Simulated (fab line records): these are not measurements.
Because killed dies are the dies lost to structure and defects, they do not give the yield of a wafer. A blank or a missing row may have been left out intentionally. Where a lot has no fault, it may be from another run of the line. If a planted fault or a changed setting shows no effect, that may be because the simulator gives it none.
Which tool is to blame?	flow gf180mcu	18 wafers from 6 lots sampled at 2 of the route's 602 steps

WHAT EACH GAUGE READ, for each wafer
GF_MVPSD_TW_MEAS_11.
lot	measured	on	MVPSD_TW
L189	day 5 05:49	film metro-03	547 550 550
L191	day 5 22:55	film metro-04	548 544 542
L193	day 6 10:55	film metro-01	554 551 551
L195	day 6 19:31	film metro-04	544 545 544
L200	day 8 07:34	film metro-03	551 552 551
L205	day 9 06:31	film metro-01	1046 1044 1041

WHICH TOOL RAN EACH LOT (tool, then ch and the chambers of the sampled wafers, then the start)
lot	GF_MVPSD_IMPLANT_08
L189	implanter-02 ch 0, day 5 05:27
L191	implanter-03 ch 0, day 5 22:31
L193	implanter-01 ch 0, day 6 10:31
L195	implanter-02 ch 0, day 6 19:07
L200	implanter-02 ch 0, day 8 07:10
L205	implanter-02 ch 0, day 9 06:07
- GF_MVPSD_IMPLANT_08

THE ANSWER, worked out from the rows above alone
Rule: what is usual is taken from the lots themselves. The widest of any qualifying gaps counts: lots, ordered by their means at a reading, are off when they make up no more than a third of the lots, leave a main group of 4 or more, and stand apart from it by 3 or more times the standard deviation of that group's means. A main group is skipped when, at the precision printed for the reading in the tables above, its means are all equal. Also off: a lot with no number at a reading for which 4 or more lots have one. All remaining lots with rows at the step are treated as sound.
Off: L205, seen at GF_MVPSD_TW_MEAS_11 (MVPSD_TW). Main group: mean 548, sd 3.2.
A tool fits if, at a process step before that reading, it ran every lot that is off, and no sound lot after the first of them. The gauges at GF_MVPSD_TW_MEAS_11 are tried like those tools. Can't be told from this: 2 tools fit, implanter-02 at GF_MVPSD_IMPLANT_08, film metro-01 at GF_MVPSD_TW_MEAS_11.

WHAT THE SIMULATOR PUT IN
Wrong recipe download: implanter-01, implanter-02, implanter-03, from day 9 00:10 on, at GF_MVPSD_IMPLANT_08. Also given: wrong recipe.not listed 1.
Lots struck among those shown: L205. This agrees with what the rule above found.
